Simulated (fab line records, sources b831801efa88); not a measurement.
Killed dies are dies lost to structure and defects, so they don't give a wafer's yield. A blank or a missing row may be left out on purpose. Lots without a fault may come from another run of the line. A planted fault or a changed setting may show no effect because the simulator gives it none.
A struck lot beside a sound one | flow gf180mcu | 15 steps out of a route of 602
Sound: wafers L707.2, L707.3, L707.6. Struck: wafers L715.1, L715.3, L715.4. The cause comes at the end.
At each step with rows: each side's tool, then ch and its chambers, then its first start. Under that, the readings that differ: sound wafers | struck wafers | difference of the means | sigmas: that difference in standard deviations of wafers without a fault.
alike: readings whose means differ by less than 2 such deviations, and words and numbers that are the same on both sides. not compared: withheld readings, readings that some wafer has no value for, bounds like >300 that may hide the same value, and numbers for which the record gives no deviation and whose values overlap.
The two part at a step that has a row with sigmas, a row that says differs or no value, or rows on one side only. Numbers that don't overlap but have no deviation are shown without sigmas and don't part them. A reading that every wafer of one side lacks parts them only if that side has two wafers or more.

first, 3 steps without rows for these wafers: GF_LVPWELL_EXPOSE_04 (exposes mask LVPWELL, target cd 600 nm); GF_LVPWELL_PEB_05; GF_LVPWELL_DEVELOP_06 (develop time 60 s).
GF_LVPWELL_OVL_MEAS_07:
  sound on overlay-02, day 5 16:08; struck on overlay-02, day 7 22:22
  alike: LVPWELL_OVL
then, 2 steps without rows for these wafers: GF_LVPWELL_IMPLANT_08; GF_LVPWELL_IMPLANT_09.
GF_LVPWELL_STRIP_10: strips in O2/N2.
  sound on plasma_asher-01 ch 0,1, day 5 16:28; struck on plasma_asher-02 ch 0,1, day 7 22:43
  alike: drypump_motor_current_A, heater_power_w, oes_product_au, strip_time_to_endpoint_s
  not compared: rf_hours_counter_h
GF_LVPWELL_TW_MEAS_11:
  sound on film_metro-03, day 5 16:34; struck on film_metro-04, day 7 22:49
  reading    | sound       | struck      | difference | sigmas
  LVPWELL_TW | 562 563 565 | 549 549 550 | -14        | -2
then, 4 steps without rows for these wafers: GF_MVSD_DEHYDRATE_00 (time 60 s); GF_MVSD_HMDS_01 (prime time 60 s); GF_MVSD_COAT_02 (resist thk 3000 nm); GF_MVSD_SOFTBAKE_03.
GF_MVSD_EXPOSE_04: exposes mask MVSD, target cd 1000 nm.
  sound on iline_stepper-01 ch 0, day 5 23:44; struck on iline_stepper-01 ch 0, day 8 07:13
  reading              | sound                | struck               | difference | sigmas
  exposure_dose_mJ_cm2 | 260.18 260.00 260.01 | 255.63 255.78 255.75 | -4.34      | -16
  alike: mask, focus_offset_nm
then, 1 step without rows for these wafers: GF_MVSD_PEB_05.
GF_PASSIVATION_PROBE_99:
  the record has rows for the sound wafers here (prober-01, day 30 23:44) and none for the struck ones

WHERE THEY PART
First at GF_LVPWELL_TW_MEAS_11; last, within this record, at GF_PASSIVATION_PROBE_99.

WHY: what the simulator had put in
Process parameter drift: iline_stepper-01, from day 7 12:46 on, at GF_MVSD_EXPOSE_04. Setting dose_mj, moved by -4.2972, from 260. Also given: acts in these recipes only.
